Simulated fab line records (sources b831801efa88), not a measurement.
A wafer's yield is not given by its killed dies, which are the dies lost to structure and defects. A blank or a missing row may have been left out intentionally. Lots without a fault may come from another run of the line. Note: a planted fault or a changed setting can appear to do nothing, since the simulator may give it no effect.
fab line records	flow gf180mcu	part 1 of 2: steps 1 to 42 of 43
record lots=7	wafers=20	last_day=33
route steps=602 shown HV_LDD@197 NSD@235 PASSIVATION@602
lots that met no fault: taken from a fault-free run of the same line
start_h: hours from the record's first day to the start of the lot's first wafer shown	wait_h: hours from the lot's prior step to this one	" identical to the entry in the row above	L1.1+2: one row covering several wafers at once	- no value, or no start was given	* or withheld: withheld	< > ~ a bound
route shown NAME@n: NAME is a module with steps in the file, n the number in the route of the first one	usual: the fault-free wafers' mean and standard deviation	same: alike in all rows	chamber/n: place in a boat	sites: readings site by site	_std_site: the values' standard deviation	_edge_site: mean of outer sites minus mean of inner sites	radius_mm: for every site, how far away it sits from the centre of the wafer	mask NAME#n: copy n	behind: tool/chamber where the wafer was last shaped	hold: what put the lot on hold/how long, in hours/how the hold closed	device: the n, p or np transistor that did not switch	end of line: tests run on the same wafers once the route is complete	for a step that has no rows: nothing shown but its recipe	killed: dies that structure and defects cost at the first sort, which is not the same as the wafer's yield	map: a wafer's dies, marking killed ones x, the rest . and places with no die _
set.NAME: setting as actually run; set.NAME@STEP: the setting as run at that earlier step	model.NAME: the simulator's own value behind a step, which no gauge read
lots at selected steps of the route; one table per step, one row per wafer
services: when a tool's chamber went out of use (start_h, in hours from the record's first day, below 0 if earlier), for how many hours, and the reason
## steps
# step GF_HV_LDD_IMPLANT_21
# recipe species=BF2	energy_kev=25	dose_cm2=5e+13	tilt_deg=7
# step GF_HV_LDD_STRIP_22
# recipe chemistry=O2/N2	power_w=1400	pressure_mtorr=1500	platen_temp_c=250	o2_flow_sccm=3000	n2_flow_sccm=300	overash_fraction=0.5
# usual drypump_motor_current_A=6.1/0.41	heater_power_w=339/33	oes_product_au=0.716/0.0044	strip_time_to_endpoint_s=12.63/0.038
lot.wafer	tool	chamber	start_h	wait_h	drypump_motor_current_A	heater_power_w	oes_product_au	rf_hours_counter_h	strip_time_to_endpoint_s
L115.1	plasma_asher-02	1	247.27	0.1	5.5	307	0.713	13	12.65
L115.2	"	0	"	"	6.5	383	0.713	13	12.61
L115.3	"	0	"	"	6.5	378	0.717	-	12.64
L118.2	plasma_asher-01	0	275.11	0.1	6.4	295	0.714	64	12.66
L118.4	"	0	"	"	6.4	294	0.716	-	12.61
L118.5	"	0	"	"	6.4	292	0.715	-	12.61
L121.4	plasma_asher-01	1	297.00	0.1	6.1	338	0.719	-	12.60
L121.5	"	1	"	"	6.1	337	0.715	-	12.59
L121.6	"	0	"	"	6.4	291	0.708	-	12.62
L123.5	plasma_asher-02	1	309.88	0.1	5.5	304	0.718	-	12.64
L123.6	"	0	"	"	6.5	388	0.719	-	12.66
L125.3	plasma_asher-03	1	323.00	0.1	5.6	359	0.715	-	12.61
L125.4	"	0	"	"	6.4	350	0.707	-	12.64
L125.6	"	0	"	"	6.4	346	0.720	-	12.63
L127.2	plasma_asher-03	1	344.20	0.1	5.6	353	0.718	68	12.63
L127.3	"	1	"	"	5.6	358	0.715	-	12.64
L127.4	"	0	"	"	6.3	356	0.709	-	12.62
L133.1	plasma_asher-02	0	388.45	0.1	6.5	392	0.714	28	12.64
L133.4	"	0	"	"	6.5	386	0.709	-	12.66
L133.5	"	0	"	"	6.5	387	0.710	-	12.65
# step GF_HV_LDD_TW_MEAS_23
# usual HV_LDD_2_TW=1052/6.9
lot.wafer	tool	chamber	start_h	wait_h	HV_LDD_2_TW
L115.1	film_metro-01	-	247.37	0.1	1052
L115.2	"	-	"	"	1053
L115.3	"	-	"	"	1049
L118.2	film_metro-04	-	275.22	0.1	1044
L118.4	"	-	"	"	1047
L118.5	"	-	"	"	1052
L121.4	film_metro-03	-	297.09	0.1	1057
L121.5	"	-	"	"	1052
L121.6	"	-	"	"	1058
L123.5	film_metro-01	-	309.95	0.0	1056
L123.6	"	-	"	"	1057
L125.3	film_metro-01	-	323.08	0.1	1053
L125.4	"	-	"	"	1054
L125.6	"	-	"	"	1053
L127.2	film_metro-01	-	344.31	0.1	1045
L127.3	"	-	"	"	1044
L127.4	"	-	"	"	1053
L133.1	film_metro-01	-	388.55	0.1	1049
L133.4	"	-	"	"	1048
L133.5	"	-	"	"	1049
# step GF_HV_LDD_DEHYDRATE_24
# recipe temp_c=200	time_s=60
# step GF_HV_LDD_HMDS_25
# recipe prime_time_s=60	prime_temp_c=120
# step GF_HV_LDD_COAT_26
# recipe resist=NOVOLAK	spin_rpm=3000	resist_thk_nm=1000
# step GF_HV_LDD_SOFTBAKE_27
# recipe temp_c=90	time_s=60	resist=NOVOLAK
# step GF_HV_LDD_EXPOSE_28
# recipe mask_id=Nplus_HV_AREA	target_cd_nm=400	na=0.6	source_shape=conventional	sigma_outer=0.6	dose_mj=140
# step GF_HV_LDD_PEB_29
# recipe temp_c=withheld	time_s=*	resist=NOVOLAK
# step GF_HV_LDD_DEVELOP_30
# recipe develop_time_s=60	dev_temp_c=23
# step GF_HV_LDD_CD_MEAS_31
# recipe target_cd_nm=400
# usual cd_nm=400.0/2.5
lot.wafer	tool	chamber	start_h	wait_h	cd_nm
L115.1	cd_sem-01	-	265.56	0.1	400.4
L115.2	"	-	"	"	400.6
L115.3	"	-	"	"	401.0
L118.2	cd_sem-01	-	295.06	0.1	406.2
L118.4	"	-	"	"	403.9
L118.5	"	-	"	"	403.0
L121.4	cd_sem-01	-	317.72	0.1	401.1
L121.5	"	-	"	"	399.6
L121.6	"	-	"	"	398.9
L123.5	cd_sem-02	-	330.62	0.1	403.0
L123.6	"	-	"	"	400.1
L125.3	cd_sem-01	-	344.23	0.1	397.2
L125.4	"	-	"	"	395.6
L125.6	"	-	"	"	396.8
L127.2	cd_sem-01	-	366.03	0.1	404.6
L127.3	"	-	"	"	405.3
L127.4	"	-	"	"	405.6
L133.1	cd_sem-01	-	411.21	0.1	400.3
L133.4	"	-	"	"	399.1
L133.5	"	-	"	"	398.7
# step GF_HV_LDD_OVL_MEAS_32
# usual HV_LDD_02_OVL=-0.9/1.3
lot.wafer	tool	chamber	start_h	wait_h	HV_LDD_02_OVL[nm]
L115.1	overlay-02	-	265.68	0.1	-0.9
L115.2	"	-	"	"	-2.0
L115.3	"	-	"	"	0.0
L118.2	overlay-01	-	295.17	0.1	-2.4
L118.4	"	-	"	"	-1.9
L118.5	"	-	"	"	-1.8
L121.4	overlay-02	-	317.80	0.1	-1.5
L121.5	"	-	"	"	0.1
L121.6	"	-	"	"	-0.4
L123.5	overlay-01	-	330.69	0.0	-3.7
L123.6	"	-	"	"	-4.3
L125.3	overlay-01	-	344.32	0.1	0.7
L125.4	"	-	"	"	-0.6
L125.6	"	-	"	"	0.5
L127.2	overlay-01	-	366.13	0.1	-0.3
L127.3	"	-	"	"	-0.3
L127.4	"	-	"	"	-0.2
L133.1	overlay-01	-	411.33	0.1	-1.2
L133.4	"	-	"	"	-1.6
L133.5	"	-	"	"	-0.9
# step GF_HV_LDD_IMPLANT_33
# recipe species=P	energy_kev=60	dose_cm2=7.5e+12	tilt_deg=30	rotation_deg=0
lot.wafer	tool	chamber	start_h	wait_h
L115.1+2+3	implanter-04	0	265.71	0.0
L118.2+4+5	implanter-04	0	295.22	0.0
L121.4+5+6	implanter-04	0	317.89	0.1
L123.5+6	implanter-04	0	330.80	0.1
L125.3+4+6	implanter-03	0	344.40	0.1
L127.2+3+4	implanter-02	0	366.19	0.0
L133.1+4+5	implanter-02	0	411.36	0.0
# step GF_HV_LDD_IMPLANT_34
# recipe species=P	energy_kev=60	dose_cm2=7.5e+12	tilt_deg=30	rotation_deg=90
# step GF_HV_LDD_IMPLANT_35
# recipe species=P	energy_kev=60	dose_cm2=7.5e+12	tilt_deg=30	rotation_deg=180
# step GF_HV_LDD_IMPLANT_36
# recipe species=P	energy_kev=60	dose_cm2=7.5e+12	tilt_deg=30	rotation_deg=270
# step GF_HV_LDD_STRIP_37
# recipe chemistry=O2/N2	power_w=1400	pressure_mtorr=1500	platen_temp_c=250	o2_flow_sccm=3000	n2_flow_sccm=300	overash_fraction=0.5
# usual drypump_motor_current_A=6.1/0.42	heater_power_w=338/34	oes_product_au=0.716/0.0044	strip_time_to_endpoint_s=12.62/0.036
lot.wafer	tool	chamber	start_h	wait_h	drypump_motor_current_A	heater_power_w	oes_product_au	rf_hours_counter_h	strip_time_to_endpoint_s
L115.1	plasma_asher-02	0	266.31	0.1	6.5	383	0.715	15	12.58
L115.2	"	1	"	"	5.5	307	0.720	15	12.55
L115.3	"	0	"	"	6.5	385	0.714	-	12.55
L118.2	plasma_asher-03	0	295.80	0.1	6.4	340	0.727	62	12.63
L118.4	"	1	"	"	5.7	368	0.713	-	12.66
L118.5	"	0	"	"	6.3	343	0.715	-	12.62
L121.4	plasma_asher-02	1	318.45	0.1	5.5	295	0.706	-	12.63
L121.5	"	1	"	"	5.5	292	0.717	-	12.61
L121.6	"	0	"	"	6.5	382	0.725	-	12.64
L123.5	plasma_asher-02	0	331.36	0.1	6.5	379	0.723	-	12.65
L123.6	"	1	"	"	5.5	301	0.712	-	12.61
L125.3	plasma_asher-02	0	344.98	0.1	6.5	382	0.724	-	12.59
L125.4	"	1	"	"	5.5	303	0.718	-	12.60
L125.6	"	0	"	"	6.6	392	0.721	-	12.60
L127.2	plasma_asher-02	1	366.76	0.1	5.5	294	0.714	26	12.61
L127.3	"	0	"	"	6.5	384	0.718	-	12.59
L127.4	"	1	"	"	5.5	298	0.715	-	12.59
L133.1	plasma_asher-01	0	411.96	0.1	6.4	292	0.709	79	12.58
L133.4	"	1	"	"	6.1	327	0.721	-	12.58
L133.5	"	0	"	"	6.4	299	0.715	-	12.56
# step GF_HV_LDD_TW_MEAS_38
# usual HV_LDD_3_TW=1430/8.6
lot.wafer	tool	chamber	start_h	wait_h	HV_LDD_3_TW
L115.1	film_metro-01	-	266.41	0.1	1431
L115.2	"	-	"	"	1426
L115.3	"	-	"	"	1429
L118.2	film_metro-01	-	295.91	0.1	1434
L118.4	"	-	"	"	1443
L118.5	"	-	"	"	1433
L121.4	film_metro-04	-	318.54	0.1	1425
L121.5	"	-	"	"	1417
L121.6	"	-	"	"	1428
L123.5	film_metro-03	-	331.44	0.0	1422
L123.6	"	-	"	"	1438
L125.3	film_metro-04	-	345.07	0.1	1431
L125.4	"	-	"	"	1432
L125.6	"	-	"	"	1431
L127.2	film_metro-01	-	366.87	0.1	1451
L127.3	"	-	"	"	1441
L127.4	"	-	"	"	1444
L133.1	film_metro-01	-	412.06	0.1	1421
L133.4	"	-	"	"	1423
L133.5	"	-	"	"	1435
# step GF_HV_LDD_DEHYDRATE_39
# recipe temp_c=200	time_s=60
# step GF_HV_LDD_HMDS_40
# recipe prime_time_s=60	prime_temp_c=120
# step GF_HV_LDD_COAT_41
# recipe resist=NOVOLAK	spin_rpm=3000	resist_thk_nm=1000
# step GF_HV_LDD_SOFTBAKE_42
# recipe temp_c=90	time_s=60	resist=NOVOLAK
# step GF_HV_LDD_EXPOSE_43
# recipe mask_id=Pplus_HV_AREA	target_cd_nm=400	na=0.6	source_shape=conventional	sigma_outer=0.6	dose_mj=140
# step GF_HV_LDD_PEB_44
# recipe temp_c=withheld	time_s=*	resist=NOVOLAK
# step GF_HV_LDD_DEVELOP_45
# recipe develop_time_s=60	dev_temp_c=23
# step GF_HV_LDD_CD_MEAS_46
# recipe target_cd_nm=400
# usual cd_nm=399.6/2.3
lot.wafer	tool	chamber	start_h	wait_h	cd_nm
L115.1	cd_sem-01	-	285.76	0.1	395.7
L115.2	"	-	"	"	395.3
L115.3	"	-	"	"	396.1
L118.2	cd_sem-02	-	316.98	0.1	397.7
L118.4	"	-	"	"	400.0
L118.5	"	-	"	"	398.6
L121.4	cd_sem-01	-	339.42	0.1	401.3
L121.5	"	-	"	"	403.7
L121.6	"	-	"	"	403.1
L123.5	cd_sem-02	-	352.52	0.1	399.0
L123.6	"	-	"	"	397.2
L125.3	cd_sem-02	-	366.33	0.1	400.6
L125.4	"	-	"	"	400.4
L125.6	"	-	"	"	400.3
L127.2	cd_sem-02	-	388.53	0.1	395.5
L127.3	"	-	"	"	397.4
L127.4	"	-	"	"	396.2
L133.1	cd_sem-02	-	435.51	0.1	402.3
L133.4	"	-	"	"	401.7
L133.5	"	-	"	"	401.8
# step GF_HV_LDD_OVL_MEAS_47
# usual HV_LDD_03_OVL=0.9/1.3
lot.wafer	tool	chamber	start_h	wait_h	HV_LDD_03_OVL[nm]
L115.1	overlay-01	-	285.88	0.1	1.0
L115.2	"	-	"	"	1.7
L115.3	"	-	"	"	-0.4
L118.2	overlay-01	-	317.08	0.1	2.8
L118.4	"	-	"	"	3.6
L118.5	"	-	"	"	2.9
L121.4	overlay-02	-	339.50	0.1	2.4
L121.5	"	-	"	"	2.0
L121.6	"	-	"	"	-0.2
L123.5	overlay-02	-	352.59	0.0	-0.3
L123.6	"	-	"	"	1.6
L125.3	overlay-01	-	366.42	0.1	1.7
L125.4	"	-	"	"	1.8
L125.6	"	-	"	"	-0.6
L127.2	overlay-01	-	388.63	0.1	1.7
L127.3	"	-	"	"	2.2
L127.4	"	-	"	"	0.9
L133.1	overlay-02	-	435.63	0.1	0.0
L133.4	"	-	"	"	-0.2
L133.5	"	-	"	"	0.1
# step GF_HV_LDD_IMPLANT_48
# recipe species=B	energy_kev=25	dose_cm2=3e+13	tilt_deg=7
# step GF_HV_LDD_STRIP_49
# recipe chemistry=O2/N2	power_w=1400	pressure_mtorr=1500	platen_temp_c=250	o2_flow_sccm=3000	n2_flow_sccm=300	overash_fraction=0.5
# usual drypump_motor_current_A=6.1/0.39	heater_power_w=337/32	oes_product_au=0.715/0.0042	strip_time_to_endpoint_s=12.62/0.031
lot.wafer	tool	chamber	start_h	wait_h	drypump_motor_current_A	heater_power_w	oes_product_au	rf_hours_counter_h	strip_time_to_endpoint_s
L115.1	plasma_asher-03	0	286.06	0.1	6.4	350	0.714	61	12.65
L115.2	"	1	"	"	5.6	362	0.714	61	12.68
L115.3	"	0	"	"	6.3	345	0.712	-	12.65
L118.2	plasma_asher-03	1	317.26	0.1	5.6	364	0.715	65	12.65
L118.4	"	1	"	"	5.6	360	0.716	-	12.70
L118.5	"	0	"	"	6.4	348	0.717	-	12.66
L121.4	plasma_asher-02	0	339.70	0.1	6.5	391	0.715	-	12.64
L121.5	"	0	"	"	6.5	388	0.711	-	12.64
L121.6	"	1	"	"	5.5	295	0.710	-	12.61
L123.5	plasma_asher-01	1	352.81	0.1	6.1	337	0.715	-	12.62
L123.6	"	0	"	"	6.4	302	0.714	-	12.58
L125.3	plasma_asher-03	1	366.63	0.1	5.6	364	0.713	-	12.64
L125.4	"	0	"	"	6.3	347	0.719	-	12.62
L125.6	"	0	"	"	6.3	345	0.719	-	12.64
L127.2	plasma_asher-01	0	388.81	0.1	6.4	299	0.715	77	12.68
L127.3	"	1	"	"	6.1	331	0.715	-	12.64
L127.4	"	0	"	"	6.4	300	0.714	-	12.66
L133.1	plasma_asher-01	0	435.81	0.1	6.4	307	0.718	1	12.62
L133.4	"	1	"	"	6.1	336	0.713	-	12.59
L133.5	"	1	"	"	6.1	329	0.722	-	12.59
# step GF_HV_LDD_TW_MEAS_50
# usual HV_LDD_4_TW=566/4
lot.wafer	tool	chamber	start_h	wait_h	HV_LDD_4_TW
L115.1	film_metro-03	-	286.16	0.1	573
L115.2	"	-	"	"	576
L115.3	"	-	"	"	571
L118.2	film_metro-01	-	317.37	0.1	568
L118.4	"	-	"	"	565
L118.5	"	-	"	"	566
L121.4	film_metro-04	-	339.79	0.1	567
L121.5	"	-	"	"	566
L121.6	"	-	"	"	567
L123.5	film_metro-04	-	352.89	0.0	565
L123.6	"	-	"	"	565
L125.3	film_metro-01	-	366.72	0.1	571
L125.4	"	-	"	"	574
L125.6	"	-	"	"	573
L127.2	film_metro-04	-	388.92	0.1	565
L127.3	"	-	"	"	563
L127.4	"	-	"	"	563
L133.1	film_metro-04	-	435.91	0.1	567
L133.4	"	-	"	"	563
L133.5	"	-	"	"	567
# step GF_HV_LDD_CLEAN_51
# recipe chemistry=SC1/SC2	mix=1:4:20	temp_c=70	time_s=150	dry=n2_spin
# step GF_HV_LDD_RTA_52
# recipe temp_c=1000	time_s=10	ambient=N2
# usual lamp_power_pct=33.1/0.33	wafer_temp_C_max=1004.5/1.2
lot.wafer	tool	chamber	start_h	wait_h	lamp_power_pct	wafer_temp_C_max
L115.1	rtp_anneal-01	0	286.28	0.0	33.4	1004.1
L115.2	"	0	"	"	33.4	1005.4
L115.3	"	0	"	"	33.4	1004.4
L118.2	rtp_anneal-02	0	317.49	0.0	32.8	1003.2
L118.4	"	0	"	"	32.7	1003.7
L118.5	"	0	"	"	32.8	1003.5
L121.4	rtp_anneal-02	0	339.99	0.1	32.8	1003.0
L121.5	"	0	"	"	32.7	1002.5
L121.6	"	0	"	"	32.8	1004.1
L123.5	rtp_anneal-02	0	353.11	0.1	32.8	1005.5
L123.6	"	0	"	"	32.8	1003.1
L125.3	rtp_anneal-02	0	366.86	0.0	32.8	1002.6
L125.4	"	0	"	"	32.8	1004.8
L125.6	"	0	"	"	32.7	1004.3
L127.2	rtp_anneal-01	0	389.03	0.0	33.5	1007.2
L127.3	"	0	"	"	33.4	1003.6
L127.4	"	0	"	"	33.4	1003.4
L133.1	rtp_anneal-01	0	436.02	0.0	33.4	1006.4
L133.4	"	0	"	"	33.4	1004.6
L133.5	"	0	"	"	33.4	1004.6
# step GF_HV_LDD_RS_MEAS_53
# recipe thk_meas_gauge=four-point-probe
# usual HV_LDD_RS=418.7/0.97
lot.wafer	tool	chamber	start_h	wait_h	HV_LDD_RS[ohm/sq]
L115.1	film_metro-04	-	286.35	0.1	417.8
L115.2	"	-	"	"	416.1
L115.3	"	-	"	"	418.8
L118.2	film_metro-04	-	317.57	0.1	417.7
L118.4	"	-	"	"	417.7
L118.5	"	-	"	"	419.7
L121.4	film_metro-03	-	340.12	0.1	419.7
L121.5	"	-	"	"	420.7
L121.6	"	-	"	"	420.9
L123.5	film_metro-01	-	353.23	0.1	420.7
L123.6	"	-	"	"	419.4
L125.3	film_metro-04	-	366.99	0.1	417.8
L125.4	"	-	"	"	418.3
L125.6	"	-	"	"	418.6
L127.2	film_metro-03	-	389.11	0.1	419.5
L127.3	"	-	"	"	417.4
L127.4	"	-	"	"	417.9
L133.1	film_metro-01	-	436.09	0.1	419.8
L133.4	"	-	"	"	419.8
L133.5	"	-	"	"	419.8
# step GF_HV_LDD_CVD_54
# recipe material=SiO2	target_thk_nm=10	precursor=TEOS	temp_c=680	time_s=75	pressure_mtorr=400
# step GF_HV_LDD_THK_MEAS_55
# recipe reads=SiO2_of_HV_LDD_CVD_54
# usual HV_LDD_CVD_54_THK=10.00/0.17
lot.wafer	tool	chamber	start_h	wait_h	HV_LDD_CVD_54_THK[nm]
L115.1	film_metro-03	-	287.49	0.0	9.68
L115.2	"	-	"	"	9.82
L115.3	"	-	"	"	9.73
L118.2	film_metro-01	-	318.70	0.0	10.06
L118.4	"	-	"	"	9.95
L118.5	"	-	"	"	10.10
L121.4	film_metro-01	-	341.23	0.0	9.65
L121.5	"	-	"	"	9.87
L121.6	"	-	"	"	9.77
L123.5	film_metro-04	-	354.33	0.0	10.02
L123.6	"	-	"	"	10.15
L125.3	film_metro-03	-	368.11	0.0	10.12
L125.4	"	-	"	"	10.15
L125.6	"	-	"	"	10.10
L127.2	film_metro-01	-	390.24	0.0	10.05
L127.3	"	-	"	"	9.97
L127.4	"	-	"	"	9.99
L133.1	film_metro-03	-	437.23	0.0	10.22
L133.4	"	-	"	"	10.04
L133.5	"	-	"	"	10.08
# step GF_HV_LDD_CVD_56
# recipe material=Si3N4	precursor=DCS/NH3	target_thk_nm=90	temp_c=770	time_s=1543	pressure_mtorr=250
# step GF_HV_LDD_THK_MEAS_57
# recipe reads=Si3N4_of_HV_LDD_CVD_56
# usual HV_LDD_CVD_56_THK=90.0/0.96
lot.wafer	tool	chamber	start_h	wait_h	HV_LDD_CVD_56_THK[nm]
L115.1	film_metro-04	-	288.97	0.0	89.9
L115.2	"	-	"	"	88.3
L115.3	"	-	"	"	90.1
L118.2	film_metro-04	-	320.18	0.0	88.4
L118.4	"	-	"	"	88.4
L118.5	"	-	"	"	89.0
L121.4	film_metro-01	-	342.72	0.0	90.8
L121.5	"	-	"	"	90.2
L121.6	"	-	"	"	90.4
L123.5	film_metro-04	-	355.82	0.0	89.4
L123.6	"	-	"	"	89.6
L125.3	film_metro-01	-	369.59	0.0	89.8
L125.4	"	-	"	"	89.6
L125.6	"	-	"	"	90.7
L127.2	film_metro-01	-	391.73	0.0	90.7
L127.3	"	-	"	"	89.7
L127.4	"	-	"	"	90.1
L133.1	film_metro-03	-	438.72	0.0	89.8
L133.4	"	-	"	"	89.4
L133.5	"	-	"	"	89.1
# step GF_HV_LDD_ETCHBACK_58
# recipe chemistry=CH3F/O2	target=Si3N4	stop_on=SiO2	source_w=400	bias_w=80	pressure_mtorr=25	ch3f_flow_sccm=40	O2_flow_sccm=30	time_s=100	target_depth_a=900
# usual drypump_motor_current_A=5.6/0.52	oes_product_au=0.843/0.0071	throttle_valve_pct=10.561/0.0088
lot.wafer	tool	chamber	start_h	wait_h	drypump_motor_current_A	oes_product_au	rf_hours_counter_h	throttle_valve_pct
L115.1	rie_diel-01	3	289.03	0.1	6.4	0.843	5	10.548
L115.2	"	1	"	"	4.8	0.825	22	10.579
L115.3	"	3	"	"	6.4	0.843	-	10.557
L118.2	rie_diel-02	3	320.23	0.0	5.5	0.833	130	10.562
L118.4	"	0	"	"	6.2	0.843	80	10.564
L118.5	"	2	"	"	5.9	0.839	-	10.557
L121.4	rie_diel-04	3	342.75	0.0	5.3	0.842	49	10.552
L121.5	"	2	"	"	4.8	0.853	-	10.553
L121.6	"	1	"	"	5.6	0.850	-	10.567
L123.5	rie_diel-04	0	355.88	0.0	5.6	0.845	-	10.549
L123.6	"	3	"	"	5.3	0.841	-	10.567
L125.3	rie_diel-04	3	369.63	0.0	5.3	0.839	50	10.568
L125.4	"	1	"	"	5.6	0.847	74	10.554
L125.6	"	3	"	"	5.3	0.843	-	10.558
L127.2	rie_diel-02	0	391.78	0.0	6.2	0.849	83	10.555
L127.3	"	2	"	"	5.9	0.843	120	10.575
L127.4	"	2	"	"	5.9	0.841	-	10.542
L133.1	rie_diel-04	2	438.78	0.1	4.9	0.847	9	10.564
L133.4	"	0	"	"	5.6	0.844	5	10.552
L133.5	"	2	"	"	4.9	0.835	-	10.549
# step GF_NSD_DEHYDRATE_00
# recipe temp_c=200	time_s=60
# step GF_NSD_HMDS_01
# recipe prime_time_s=60	prime_temp_c=120
# step GF_NSD_COAT_02
# recipe resist=NOVOLAK	spin_rpm=3000	resist_thk_nm=1000
# step GF_NSD_SOFTBAKE_03
# recipe temp_c=90	time_s=60	resist=NOVOLAK
